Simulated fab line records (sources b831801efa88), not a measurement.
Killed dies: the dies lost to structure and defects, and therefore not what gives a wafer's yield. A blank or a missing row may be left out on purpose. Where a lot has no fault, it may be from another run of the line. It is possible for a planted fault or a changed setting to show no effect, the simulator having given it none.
fab line records :: flow sky130
record
  lots=6
  wafers=18
  last_day=48
route steps=708 shown VT_ADJUST_PCH@146 SONOS_TUNNEL@154 PAD_OPEN@708
lots untouched by any fault: they come from a run of this same line in which no faults occurred
start_h: hours from the record's first day to the start of the lot's first wafer shown :: wait_h: hours from the lot's prior step to this one :: " repeats the value in the row above :: L1.1+2: a row that stands for several wafers :: - no value present, or no start provided :: * or withheld: withheld :: < > ~ a bound
route shown NAME@n: a module of which the file shows steps, and the number in the route of the first :: usual: mean/standard deviation taken from wafers without a fault :: same: alike in all rows :: chamber/n: place in a boat :: sites: per-site readings :: _std_site: their standard deviation :: _edge_site: outer sites' mean less inner sites' :: radius_mm: for every site, how far away it sits from the centre of the wafer :: mask NAME#n: copy n :: behind: the last tool/chamber to shape the wafer :: hold: why the lot went on hold/how many hours it stayed there/how the hold came to an end :: device: which transistor (n, p or np) failed to switch :: end of line: tests run on the same wafers once the route is complete :: a step given without rows: its recipe and nothing more :: killed: not the wafer's yield, but the dies lost to structure and defects at the first sort :: map: per-die view of a wafer (x killed, . not killed, _ where there is no die)
set.NAME: the setting as run; set.NAME@STEP: as run at that earlier step :: model.NAME: the simulator's own value behind a step, which no gauge read
lots at some steps of the route; a table a step, a row a wafer
services: the hour from which a tool's chamber was out of use, counted from the record's first day as start_h (under 0 if before that day), plus the number of hours and why
## steps
# step SKY_VT_ADJUST_PCH_SOFTBAKE_03
# recipe
  temp_c=110
  time_s=withheld
# step SKY_VT_ADJUST_PCH_EXPOSE_04
# recipe
  mask_id=NWM
  na=0.6
  source_shape=conventional
  sigma_outer=0.6
  polarization=unpolarized
  target_cd_nm=840
  dose_mj=255
# step SKY_VT_ADJUST_PCH_PEB_05
# recipe
  temp_c=115
  time_s=withheld
# step SKY_VT_ADJUST_PCH_DEVELOP_06
# recipe
  wall_angle_deg=90
  developer=TMAH
  develop_time_s=60
  dev_temp_c=23
# step SKY_VT_ADJUST_PCH_OVL_MEAS_07
# usual
  VT_ADJUST_PCH_OVL=0.5/1.3
lot.wafer: L711.2
tool: overlay-01
chamber: -
start_h: 240.25
wait_h: -
VT_ADJUST_PCH_OVL[nm]: 1.6

lot.wafer: L711.3
tool: overlay-01
chamber: -
start_h: 240.25
wait_h: -
VT_ADJUST_PCH_OVL[nm]: 0.8

lot.wafer: L711.5
tool: overlay-01
chamber: -
start_h: 240.25
wait_h: -
VT_ADJUST_PCH_OVL[nm]: 1.5

lot.wafer: L714.3
tool: overlay-02
chamber: -
start_h: 255.00
wait_h: -
VT_ADJUST_PCH_OVL[nm]: 0.3

lot.wafer: L714.4
tool: overlay-02
chamber: -
start_h: 255.00
wait_h: -
VT_ADJUST_PCH_OVL[nm]: 0.3

lot.wafer: L714.5
tool: overlay-02
chamber: -
start_h: 255.00
wait_h: -
VT_ADJUST_PCH_OVL[nm]: -1.1

lot.wafer: L717.2
tool: overlay-02
chamber: -
start_h: 281.35
wait_h: -
VT_ADJUST_PCH_OVL[nm]: 0.2

lot.wafer: L717.4
tool: overlay-02
chamber: -
start_h: 281.35
wait_h: -
VT_ADJUST_PCH_OVL[nm]: 0.0

lot.wafer: L717.6
tool: overlay-02
chamber: -
start_h: 281.35
wait_h: -
VT_ADJUST_PCH_OVL[nm]: 0.5

lot.wafer: L723.1
tool: overlay-01
chamber: -
start_h: 326.94
wait_h: -
VT_ADJUST_PCH_OVL[nm]: 3.2

lot.wafer: L723.2
tool: overlay-01
chamber: -
start_h: 326.94
wait_h: -
VT_ADJUST_PCH_OVL[nm]: 2.9

lot.wafer: L723.3
tool: overlay-01
chamber: -
start_h: 326.94
wait_h: -
VT_ADJUST_PCH_OVL[nm]: 1.1

lot.wafer: L726.1
tool: overlay-01
chamber: -
start_h: 355.83
wait_h: -
VT_ADJUST_PCH_OVL[nm]: 0.9

lot.wafer: L726.2
tool: overlay-01
chamber: -
start_h: 355.83
wait_h: -
VT_ADJUST_PCH_OVL[nm]: -1.0

lot.wafer: L726.5
tool: overlay-01
chamber: -
start_h: 355.83
wait_h: -
VT_ADJUST_PCH_OVL[nm]: 0.6

lot.wafer: L727.2
tool: overlay-02
chamber: -
start_h: 358.35
wait_h: -
VT_ADJUST_PCH_OVL[nm]: 1.8

lot.wafer: L727.3
tool: overlay-02
chamber: -
start_h: 358.35
wait_h: -
VT_ADJUST_PCH_OVL[nm]: 0.6

lot.wafer: L727.6
tool: overlay-02
chamber: -
start_h: 358.35
wait_h: -
VT_ADJUST_PCH_OVL[nm]: 1.0
# step SKY_VT_ADJUST_PCH_IMPLANT_08
# recipe
  species=B
  energy_kev=10
  dose_cm2=5e+11
  tilt_deg=withheld
# step SKY_VT_ADJUST_PCH_STRIP_09
# recipe
  chemistry=O2/N2
  power_w=1400
  pressure_mtorr=1500
  platen_temp_c=withheld
  o2_flow_sccm=3000
  n2_flow_sccm=300
  overash_fraction=0.5
# usual
  drypump_motor_current_A=5.98/0.3
  oes_product_au=0.722/0.0044
  strip_time_to_endpoint_s=36.93/0.1
# same
  overash_fraction=0.5
lot.wafer: L711.2
tool: plasma_asher-02
chamber: 0
start_h: 240.43
wait_h: 0.1
drypump_motor_current_A: 6.11
oes_product_au: 0.722
rf_hours_counter_h: 44
strip_time_to_endpoint_s: 36.86

lot.wafer: L711.3
tool: plasma_asher-02
chamber: 1
start_h: 240.43
wait_h: 0.1
drypump_motor_current_A: 6.35
oes_product_au: 0.729
rf_hours_counter_h: -
strip_time_to_endpoint_s: 36.81

lot.wafer: L711.5
tool: plasma_asher-02
chamber: 1
start_h: 240.43
wait_h: 0.1
drypump_motor_current_A: 6.34
oes_product_au: 0.721
rf_hours_counter_h: -
strip_time_to_endpoint_s: 36.84

lot.wafer: L714.3
tool: plasma_asher-04
chamber: 1
start_h: 255.21
wait_h: 0.1
drypump_motor_current_A: 6.09
oes_product_au: 0.719
rf_hours_counter_h: -
strip_time_to_endpoint_s: 36.81

lot.wafer: L714.4
tool: plasma_asher-04
chamber: 0
start_h: 255.21
wait_h: 0.1
drypump_motor_current_A: 6.25
oes_product_au: 0.723
rf_hours_counter_h: -
strip_time_to_endpoint_s: 36.77

lot.wafer: L714.5
tool: plasma_asher-04
chamber: 0
start_h: 255.21
wait_h: 0.1
drypump_motor_current_A: 6.21
oes_product_au: 0.726
rf_hours_counter_h: -
strip_time_to_endpoint_s: 36.76

lot.wafer: L717.2
tool: plasma_asher-04
chamber: 1
start_h: 281.53
wait_h: 0.1
drypump_motor_current_A: 6.10
oes_product_au: 0.725
rf_hours_counter_h: 57
strip_time_to_endpoint_s: 36.89

lot.wafer: L717.4
tool: plasma_asher-04
chamber: 1
start_h: 281.53
wait_h: 0.1
drypump_motor_current_A: 6.09
oes_product_au: 0.717
rf_hours_counter_h: -
strip_time_to_endpoint_s: 37.07

lot.wafer: L717.6
tool: plasma_asher-04
chamber: 0
start_h: 281.53
wait_h: 0.1
drypump_motor_current_A: 6.24
oes_product_au: 0.720
rf_hours_counter_h: -
strip_time_to_endpoint_s: 37.06

lot.wafer: L723.1
tool: plasma_asher-01
chamber: 0
start_h: 327.13
wait_h: 0.1
drypump_motor_current_A: 5.77
oes_product_au: 0.722
rf_hours_counter_h: 64
strip_time_to_endpoint_s: 37.09

lot.wafer: L723.2
tool: plasma_asher-01
chamber: 1
start_h: 327.13
wait_h: 0.1
drypump_motor_current_A: 5.47
oes_product_au: 0.711
rf_hours_counter_h: 64
strip_time_to_endpoint_s: 36.96

lot.wafer: L723.3
tool: plasma_asher-01
chamber: 0
start_h: 327.13
wait_h: 0.1
drypump_motor_current_A: 5.76
oes_product_au: 0.721
rf_hours_counter_h: -
strip_time_to_endpoint_s: 37.02

lot.wafer: L726.1
tool: plasma_asher-02
chamber: 1
start_h: 356.02
wait_h: 0.1
drypump_motor_current_A: 6.34
oes_product_au: 0.725
rf_hours_counter_h: 56
strip_time_to_endpoint_s: 36.75

lot.wafer: L726.2
tool: plasma_asher-02
chamber: 0
start_h: 356.02
wait_h: 0.1
drypump_motor_current_A: 6.08
oes_product_au: 0.728
rf_hours_counter_h: 56
strip_time_to_endpoint_s: 36.76

lot.wafer: L726.5
tool: plasma_asher-02
chamber: 1
start_h: 356.02
wait_h: 0.1
drypump_motor_current_A: 6.33
oes_product_au: 0.723
rf_hours_counter_h: -
strip_time_to_endpoint_s: 36.85

lot.wafer: L727.2
tool: plasma_asher-01
chamber: 1
start_h: 358.53
wait_h: 0.1
drypump_motor_current_A: 5.44
oes_product_au: 0.730
rf_hours_counter_h: 68
strip_time_to_endpoint_s: 36.80

lot.wafer: L727.3
tool: plasma_asher-01
chamber: 1
start_h: 358.53
wait_h: 0.1
drypump_motor_current_A: 5.49
oes_product_au: 0.722
rf_hours_counter_h: -
strip_time_to_endpoint_s: 36.77

lot.wafer: L727.6
tool: plasma_asher-01
chamber: 0
start_h: 358.53
wait_h: 0.1
drypump_motor_current_A: 5.90
oes_product_au: 0.718
rf_hours_counter_h: -
strip_time_to_endpoint_s: 36.81
# step SKY_VT_ADJUST_PCH_TW_MEAS_10
# usual
  VT_ADJUST_PCH_TW=141.4/0.85
lot.wafer: L711.2
tool: film_metro-02
chamber: -
start_h: 240.54
wait_h: 0.1
VT_ADJUST_PCH_TW: 142.6

lot.wafer: L711.3
tool: film_metro-02
chamber: -
start_h: 240.54
wait_h: 0.1
VT_ADJUST_PCH_TW: 141.8

lot.wafer: L711.5
tool: film_metro-02
chamber: -
start_h: 240.54
wait_h: 0.1
VT_ADJUST_PCH_TW: 141.2

lot.wafer: L714.3
tool: film_metro-01
chamber: -
start_h: 255.30
wait_h: 0.1
VT_ADJUST_PCH_TW: 141.1

lot.wafer: L714.4
tool: film_metro-01
chamber: -
start_h: 255.30
wait_h: 0.1
VT_ADJUST_PCH_TW: 141.6

lot.wafer: L714.5
tool: film_metro-01
chamber: -
start_h: 255.30
wait_h: 0.1
VT_ADJUST_PCH_TW: 140.8

lot.wafer: L717.2
tool: film_metro-01
chamber: -
start_h: 281.64
wait_h: 0.1
VT_ADJUST_PCH_TW: 142.1

lot.wafer: L717.4
tool: film_metro-01
chamber: -
start_h: 281.64
wait_h: 0.1
VT_ADJUST_PCH_TW: 141.9

lot.wafer: L717.6
tool: film_metro-01
chamber: -
start_h: 281.64
wait_h: 0.1
VT_ADJUST_PCH_TW: 141.7

lot.wafer: L723.1
tool: film_metro-02
chamber: -
start_h: 327.23
wait_h: 0.1
VT_ADJUST_PCH_TW: 140.0

lot.wafer: L723.2
tool: film_metro-02
chamber: -
start_h: 327.23
wait_h: 0.1
VT_ADJUST_PCH_TW: 140.7

lot.wafer: L723.3
tool: film_metro-02
chamber: -
start_h: 327.23
wait_h: 0.1
VT_ADJUST_PCH_TW: 140.4

lot.wafer: L726.1
tool: film_metro-03
chamber: -
start_h: 356.12
wait_h: 0.1
VT_ADJUST_PCH_TW: 140.2

lot.wafer: L726.2
tool: film_metro-03
chamber: -
start_h: 356.12
wait_h: 0.1
VT_ADJUST_PCH_TW: 141.1

lot.wafer: L726.5
tool: film_metro-03
chamber: -
start_h: 356.12
wait_h: 0.1
VT_ADJUST_PCH_TW: 140.8

lot.wafer: L727.2
tool: film_metro-02
chamber: -
start_h: 358.64
wait_h: 0.1
VT_ADJUST_PCH_TW: 141.2

lot.wafer: L727.3
tool: film_metro-02
chamber: -
start_h: 358.64
wait_h: 0.1
VT_ADJUST_PCH_TW: 140.5

lot.wafer: L727.6
tool: film_metro-02
chamber: -
start_h: 358.64
wait_h: 0.1
VT_ADJUST_PCH_TW: 140.9
# step SKY_SONOS_TUNNEL_DEHYDRATE_00
# recipe
  temp_c=200
  time_s=60
# step SKY_SONOS_TUNNEL_HMDS_01
# recipe
  prime_time_s=60
  prime_temp_c=120
# step SKY_SONOS_TUNNEL_COAT_02
# recipe
  resist=NOVOLAK
  spin_rpm=3000
  resist_thk_nm=1140
# step SKY_SONOS_TUNNEL_SOFTBAKE_03
# recipe
  temp_c=90
  time_s=60
  resist=NOVOLAK
# step SKY_SONOS_TUNNEL_EXPOSE_04
# recipe
  mask_id=TUNM
  na=0.6
  source_shape=conventional
  sigma_outer=0.6
  polarization=unpolarized
  target_cd_nm=410
  dose_mj=136
lot.wafer: L711.2+3+5
tool: iline_stepper-02
chamber: 0
start_h: 252.61
wait_h: -
mask: TUNM#0
model.SONOS_TUNNEL.overlay_x_nm: -0.05042

lot.wafer: L714.3+4+5
tool: iline_stepper-02
chamber: 0
start_h: 267.23
wait_h: -
mask: TUNM#0
model.SONOS_TUNNEL.overlay_x_nm: -0.7949

lot.wafer: L717.2+4+6
tool: iline_stepper-02
chamber: 0
start_h: 293.76
wait_h: -
mask: TUNM#0
model.SONOS_TUNNEL.overlay_x_nm: 0.8526

lot.wafer: L723.1+2+3
tool: iline_stepper-01
chamber: 0
start_h: 341.09
wait_h: -
mask: TUNM#0
model.SONOS_TUNNEL.overlay_x_nm: -1.209

lot.wafer: L726.1+2+5
tool: iline_stepper-01
chamber: 0
start_h: 370.51
wait_h: -
mask: TUNM#0
model.SONOS_TUNNEL.overlay_x_nm: 264.4

lot.wafer: L727.2+3+6
tool: iline_stepper-01
chamber: 0
start_h: 372.51
wait_h: -
mask: TUNM#0
model.SONOS_TUNNEL.overlay_x_nm: 264.7
# step SKY_SONOS_TUNNEL_PEB_05
# recipe
  temp_c=withheld
  time_s=*
  resist=NOVOLAK
# step SKY_SONOS_TUNNEL_DEVELOP_06
# recipe
  resist=NOVOLAK
  developer=TMAH
  develop_time_s=60
  dev_temp_c=23
# step SKY_SONOS_TUNNEL_CD_MEAS_07
# recipe
  target_cd_nm=410
# usual
  cd_nm=409.5/1.9
lot.wafer: L711.2
tool: cd_sem-02
chamber: -
start_h: 264.46
wait_h: 0.1
cd_nm: 409.3

lot.wafer: L711.3
tool: cd_sem-02
chamber: -
start_h: 264.46
wait_h: 0.1
cd_nm: 409.0

lot.wafer: L711.5
tool: cd_sem-02
chamber: -
start_h: 264.46
wait_h: 0.1
cd_nm: 409.7

lot.wafer: L714.3
tool: cd_sem-01
chamber: -
start_h: 279.18
wait_h: 0.1
cd_nm: 409.7

lot.wafer: L714.4
tool: cd_sem-01
chamber: -
start_h: 279.18
wait_h: 0.1
cd_nm: 408.8

lot.wafer: L714.5
tool: cd_sem-01
chamber: -
start_h: 279.18
wait_h: 0.1
cd_nm: 409.7

lot.wafer: L717.2
tool: cd_sem-01
chamber: -
start_h: 306.52
wait_h: 0.1
cd_nm: 409.8

lot.wafer: L717.4
tool: cd_sem-01
chamber: -
start_h: 306.52
wait_h: 0.1
cd_nm: 410.0

lot.wafer: L717.6
tool: cd_sem-01
chamber: -
start_h: 306.52
wait_h: 0.1
cd_nm: 411.5

lot.wafer: L723.1
tool: cd_sem-01
chamber: -
start_h: 354.80
wait_h: 0.1
cd_nm: 413.1

lot.wafer: L723.2
tool: cd_sem-01
chamber: -
start_h: 354.80
wait_h: 0.1
cd_nm: 411.4

lot.wafer: L723.3
tool: cd_sem-01
chamber: -
start_h: 354.80
wait_h: 0.1
cd_nm: 413.7

lot.wafer: L726.1
tool: cd_sem-01
chamber: -
start_h: 384.19
wait_h: 0.1
cd_nm: 410.1

lot.wafer: L726.2
tool: cd_sem-01
chamber: -
start_h: 384.19
wait_h: 0.1
cd_nm: 409.2

lot.wafer: L726.5
tool: cd_sem-01
chamber: -
start_h: 384.19
wait_h: 0.1
cd_nm: 409.0

lot.wafer: L727.2
tool: cd_sem-01
chamber: -
start_h: 385.91
wait_h: 0.1
cd_nm: 410.3

lot.wafer: L727.3
tool: cd_sem-01
chamber: -
start_h: 385.91
wait_h: 0.1
cd_nm: 410.7

lot.wafer: L727.6
tool: cd_sem-01
chamber: -
start_h: 385.91
wait_h: 0.1
cd_nm: 411.2
# step SKY_SONOS_TUNNEL_OVL_MEAS_08
# usual
  SONOS_TUNNEL_OVL=0.0/1.6
lot.wafer: L711.2
tool: overlay-01
chamber: -
start_h: 264.57
wait_h: 0.1
hold: -
SONOS_TUNNEL_OVL[nm]: -0.6

lot.wafer: L711.3
tool: overlay-01
chamber: -
start_h: 264.57
wait_h: 0.1
hold: -
SONOS_TUNNEL_OVL[nm]: -1.9

lot.wafer: L711.5
tool: overlay-01
chamber: -
start_h: 264.57
wait_h: 0.1
hold: -
SONOS_TUNNEL_OVL[nm]: -1.5

lot.wafer: L714.3
tool: overlay-02
chamber: -
start_h: 279.27
wait_h: 0.1
hold: -
SONOS_TUNNEL_OVL[nm]: -2.4

lot.wafer: L714.4
tool: overlay-02
chamber: -
start_h: 279.27
wait_h: 0.1
hold: -
SONOS_TUNNEL_OVL[nm]: -2.2

lot.wafer: L714.5
tool: overlay-02
chamber: -
start_h: 279.27
wait_h: 0.1
hold: -
SONOS_TUNNEL_OVL[nm]: -1.0

lot.wafer: L717.2
tool: overlay-02
chamber: -
start_h: 306.63
wait_h: 0.1
hold: -
SONOS_TUNNEL_OVL[nm]: 0.9

lot.wafer: L717.4
tool: overlay-02
chamber: -
start_h: 306.63
wait_h: 0.1
hold: -
SONOS_TUNNEL_OVL[nm]: 1.5

lot.wafer: L717.6
tool: overlay-02
chamber: -
start_h: 306.63
wait_h: 0.1
hold: -
SONOS_TUNNEL_OVL[nm]: -0.4

lot.wafer: L723.1
tool: overlay-01
chamber: -
start_h: 354.92
wait_h: 0.1
hold: -
SONOS_TUNNEL_OVL[nm]: -1.4

lot.wafer: L723.2
tool: overlay-01
chamber: -
start_h: 354.92
wait_h: 0.1
hold: -
SONOS_TUNNEL_OVL[nm]: -1.6

lot.wafer: L723.3
tool: overlay-01
chamber: -
start_h: 354.92
wait_h: 0.1
hold: -
SONOS_TUNNEL_OVL[nm]: -0.3

lot.wafer: L726.1
tool: overlay-01
chamber: -
start_h: 384.31
wait_h: 0.1
hold: await_dispo/0.2h/release
SONOS_TUNNEL_OVL[nm]: 266.9

lot.wafer: L726.2
tool: overlay-01
chamber: -
start_h: 384.31
wait_h: 0.1
hold: await_dispo/0.2h/release
SONOS_TUNNEL_OVL[nm]: 267.6

lot.wafer: L726.5
tool: overlay-01
chamber: -
start_h: 384.31
wait_h: 0.1
hold: await_dispo/0.2h/release
SONOS_TUNNEL_OVL[nm]: 266.1

lot.wafer: L726.1
tool: overlay-01
chamber: -
start_h: 384.51
wait_h: 0.2
hold: -
SONOS_TUNNEL_OVL[nm]: 266.1

lot.wafer: L726.2
tool: overlay-01
chamber: -
start_h: 384.51
wait_h: 0.2
hold: -
SONOS_TUNNEL_OVL[nm]: 267.2

lot.wafer: L726.5
tool: overlay-01
chamber: -
start_h: 384.51
wait_h: 0.2
hold: -
SONOS_TUNNEL_OVL[nm]: 265.8

lot.wafer: L727.2
tool: overlay-01
chamber: -
start_h: 386.01
wait_h: 0.1
hold: await_dispo/0.2h/release
SONOS_TUNNEL_OVL[nm]: 267.2

lot.wafer: L727.3
tool: overlay-01
chamber: -
start_h: 386.01
wait_h: 0.1
hold: await_dispo/0.2h/release
SONOS_TUNNEL_OVL[nm]: 267.6

lot.wafer: L727.6
tool: overlay-01
chamber: -
start_h: 386.01
wait_h: 0.1
hold: await_dispo/0.2h/release
SONOS_TUNNEL_OVL[nm]: 266.1

lot.wafer: L727.2
tool: overlay-01
chamber: -
start_h: 386.22
wait_h: 0.2
hold: -
SONOS_TUNNEL_OVL[nm]: 266.3

lot.wafer: L727.3
tool: overlay-01
chamber: -
start_h: 386.22
wait_h: 0.2
hold: -
SONOS_TUNNEL_OVL[nm]: 266.7

lot.wafer: L727.6
tool: overlay-01
chamber: -
start_h: 386.22
wait_h: 0.2
hold: -
SONOS_TUNNEL_OVL[nm]: 265.7
# step SKY_PAD_OPEN_PROBE_99
# usual
  defect_limited_yield=82.5/2
  killed_at_M0_to_M3=43/6.8
  killed_at_M4_up=3.3/2.1
  killed_at_contacts=24/5
  killed_at_front_end=15/4.4
  killed_at_other=0.3/0.57
  killed_dies=86/9.7
  killed_open=47/7.3
  killed_short=39/6.1
  sort_bin_3_pad_short=0.8/0.38
  sort_bin_5_function=10.5/1.5
  sort_bin_6_memory=6.2/1.1
  sort_n_pass=406/9.7
  sort_yield_pct=82.5/2
# same
  gross_dies=492
  killed_at_back_side=0
  sort_bin_4_leakage[%]=0
  sort_bin_8_speed[%]=0
lot.wafer: L714.3
tool: prober-02
chamber: -
start_h: 1103.69
wait_h: 0.2
defect_limited_yield[%]: 81.1
killed_at_M0_to_M3: 47
killed_at_M4_up: 2
killed_at_contacts: 27
killed_at_front_end: 17
killed_at_other: 0
killed_dies: 93
killed_open: 59
killed_short: 34
sort_bin_3_pad_short[%]: 0.8
sort_bin_5_function[%]: 10.0
sort_bin_6_memory[%]: 8.1
sort_n_pass: 399
sort_yield_pct[%]: 81.1

lot.wafer: L714.4
tool: prober-02
chamber: -
start_h: 1103.74
wait_h: 0.2
defect_limited_yield[%]: 82.1
killed_at_M0_to_M3: 39
killed_at_M4_up: 5
killed_at_contacts: 25
killed_at_front_end: 19
killed_at_other: 0
killed_dies: 88
killed_open: 53
killed_short: 35
sort_bin_3_pad_short[%]: 0.4
sort_bin_5_function[%]: 12.0
sort_bin_6_memory[%]: 5.5
sort_n_pass: 404
sort_yield_pct[%]: 82.1

lot.wafer: L714.5
tool: prober-02
chamber: -
start_h: 1103.79
wait_h: 0.2
defect_limited_yield[%]: 86.2
killed_at_M0_to_M3: 29
killed_at_M4_up: 2
killed_at_contacts: 28
killed_at_front_end: 9
killed_at_other: 0
killed_dies: 68
killed_open: 39
killed_short: 29
sort_bin_3_pad_short[%]: 0.8
sort_bin_5_function[%]: 8.3
sort_bin_6_memory[%]: 4.7
sort_n_pass: 424
sort_yield_pct[%]: 86.2

lot.wafer: L717.2
tool: prober-01
chamber: -
start_h: 1128.82
wait_h: 0.1
defect_limited_yield[%]: 84.3
killed_at_M0_to_M3: 43
killed_at_M4_up: 4
killed_at_contacts: 18
killed_at_front_end: 12
killed_at_other: 0
killed_dies: 77
killed_open: 35
killed_short: 41
sort_bin_3_pad_short[%]: 0.4
sort_bin_5_function[%]: 10.8
sort_bin_6_memory[%]: 4.5
sort_n_pass: 415
sort_yield_pct[%]: 84.3

lot.wafer: L717.4
tool: prober-01
chamber: -
start_h: 1128.92
wait_h: 0.2
defect_limited_yield[%]: 83.7
killed_at_M0_to_M3: 42
killed_at_M4_up: 2
killed_at_contacts: 18
killed_at_front_end: 18
killed_at_other: 0
killed_dies: 80
killed_open: 42
killed_short: 37
sort_bin_3_pad_short[%]: 0.4
sort_bin_5_function[%]: 9.6
sort_bin_6_memory[%]: 6.3
sort_n_pass: 412
sort_yield_pct[%]: 83.7

lot.wafer: L717.6
tool: prober-01
chamber: -
start_h: 1129.02
wait_h: 0.2
defect_limited_yield[%]: 86.2
killed_at_M0_to_M3: 39
killed_at_M4_up: 1
killed_at_contacts: 21
killed_at_front_end: 7
killed_at_other: 0
killed_dies: 68
killed_open: 43
killed_short: 25
sort_bin_3_pad_short[%]: 0.4
sort_bin_5_function[%]: 9.8
sort_bin_6_memory[%]: 3.7
sort_n_pass: 424
sort_yield_pct[%]: 86.2

lot.wafer: L723.1
tool: prober-01
chamber: -
start_h: 1154.75
wait_h: 0.1
defect_limited_yield[%]: 81.9
killed_at_M0_to_M3: 44
killed_at_M4_up: 2
killed_at_contacts: 30
killed_at_front_end: 13
killed_at_other: 0
killed_dies: 89
killed_open: 48
killed_short: 41
sort_bin_3_pad_short[%]: 0.6
sort_bin_5_function[%]: 10.0
sort_bin_6_memory[%]: 7.5
sort_n_pass: 403
sort_yield_pct[%]: 81.9

lot.wafer: L723.2
tool: prober-01
chamber: -
start_h: 1154.80
wait_h: 0.1
defect_limited_yield[%]: 87.4
killed_at_M0_to_M3: 29
killed_at_M4_up: 4
killed_at_contacts: 12
killed_at_front_end: 16
killed_at_other: 1
killed_dies: 62
killed_open: 33
killed_short: 29
sort_bin_3_pad_short[%]: 0.4
sort_bin_5_function[%]: 8.5
sort_bin_6_memory[%]: 3.7
sort_n_pass: 430
sort_yield_pct[%]: 87.4

lot.wafer: L723.3
tool: prober-01
chamber: -
start_h: 1154.85
wait_h: 0.2
defect_limited_yield[%]: 81.1
killed_at_M0_to_M3: 44
killed_at_M4_up: 6
killed_at_contacts: 29
killed_at_front_end: 14
killed_at_other: 0
killed_dies: 93
killed_open: 47
killed_short: 45
sort_bin_3_pad_short[%]: 0.8
sort_bin_5_function[%]: 12.2
sort_bin_6_memory[%]: 5.9
sort_n_pass: 399
sort_yield_pct[%]: 81.1
# killed by level:class
L714.3 CONTACT:geometric_particle:open=18 VIA1:geometric_particle:open=11 VIA3:geometric_particle:open=7 METAL1:geometric_particle:short=7 VIA1:geometric_particle:short=6 SPACER:geometric_particle:open=4 VIA2:geometric_particle:open=4 FIELD_ISO:geometric_particle:open=3
L714.4 CONTACT:geometric_particle:open=11 FIELD_ISO:geometric_particle:open=8 VIA1:geometric_particle:open=7 VIA2:geometric_particle:open=7 LOCAL_INTERCONNECT:geometric_particle:short=5 CONTACT:geometric_particle:short=5 METAL2:geometric_particle:short=4 VIA2:geometric_particle:short=4
L714.5 CONTACT:geometric_particle:open=11 METAL1:geometric_particle:short=8 LI_CONTACT:geometric_particle:open=5 LI_CONTACT:geometric_particle:short=5 VIA1:geometric_particle:open=5 VIA2:geometric_particle:open=4 FIELD_ISO:geometric_particle:short=3 VIA3:geometric_particle:open=3
L717.2 CONTACT:geometric_particle:open=6 METAL2:geometric_particle:short=6 VIA2:geometric_particle:short=6 VIA3:geometric_particle:open=5 METAL1:geometric_particle:short=5 FIELD_ISO:geometric_particle:open=4 LI_CONTACT:geometric_particle:short=4 LOCAL_INTERCONNECT:geometric_particle:short=4
L717.4 LI_CONTACT:geometric_particle:open=7 VIA1:geometric_particle:open=7 VIA2:geometric_particle:open=7 POLY_GATE:geometric_particle:short=6 VIA3:geometric_particle:open=6 VIA2:geometric_particle:short=6 POLY_GATE:geometric_particle:open=5 METAL1:geometric_particle:short=5
L717.6 CONTACT:geometric_particle:open=11 VIA3:geometric_particle:open=9 VIA2:geometric_particle:open=7 VIA1:geometric_particle:open=6 LOCAL_INTERCONNECT:geometric_particle:short=4 METAL2:geometric_particle:short=4 FIELD_ISO:geometric_particle:open=3 VIA2:geometric_particle:short=3
L723.1 CONTACT:geometric_particle:open=9 VIA2:geometric_particle:open=8 VIA3:geometric_particle:open=7 VIA1:geometric_particle:open=6 LI_CONTACT:geometric_particle:open=6 LOCAL_INTERCONNECT:geometric_particle:short=6 CONTACT:geometric_particle:short=6 METAL1:geometric_particle:short=5
L723.2 VIA1:geometric_particle:open=8 CONTACT:geometric_particle:open=6 FIELD_ISO:geometric_particle:short=5 VIA2:geometric_particle:open=4 METAL2:geometric_particle:short=4 SPACER:geometric_particle:short=3 LI_CONTACT:geometric_particle:open=3 METAL4:geometric_particle:open=3
L723.3 VIA2:geometric_particle:open=12 CONTACT:geometric_particle:open=9 POLY_GATE:geometric_particle:short=8 CONTACT:geometric_particle:short=7 VIA1:geometric_particle:open=6 LI_CONTACT:geometric_particle:open=5 VIA1:geometric_particle:short=5 METAL2:geometric_particle:short=5
## services
tool: iline_stepper-02
chamber: -
start_h: 220.33
hours: 14.3
kind: repair

tool: iline_stepper-01
chamber: -
start_h: 241.71
hours: 12.3
kind: repair

tool: iline_stepper-01
chamber: -
start_h: 301.31
hours: 1.7
kind: pm

tool: iline_stepper-02
chamber: 0
start_h: 323.15
hours: -
kind: calibration

tool: plasma_asher-04
chamber: -
start_h: 342.92
hours: 3.4
kind: repair

tool: plasma_asher-04
chamber: -
start_h: 346.48
hours: 14.6
kind: pm
## key
first_sign
  step=SKY_SONOS_TUNNEL_OVL_MEAS_08
  reading=visit
  direction=added
effect
  step=SKY_SONOS_TUNNEL_OVL_MEAS_08
  reading=SONOS_TUNNEL_OVL
  direction=up
  sigmas=99+
  usual=0.0
  struck=266.9
model_effect
  step=SKY_SONOS_TUNNEL_EXPOSE_04
  value=SONOS_TUNNEL.overlay_x_nm
  without=0.9465
  struck=264.6
met_at SKY_SONOS_TUNNEL_EXPOSE_04
struck_wafers L726.1,L726.2,L726.5,L727.2,L727.3,L727.6
scrapped_behind SKY_SONOS_TUNNEL_OVL_MEAS_08 L726.1,L726.2,L726.5,L727.2,L727.3,L727.6
onset_between 341.09 370.51
also_fits time
fault
  kind=scanner_matching_overlay
  tool=iline_stepper-01
  chamber=-
  onset_h=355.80
  steps=SKY_SONOS_TUNNEL_EXPOSE_04
  offset=263.61
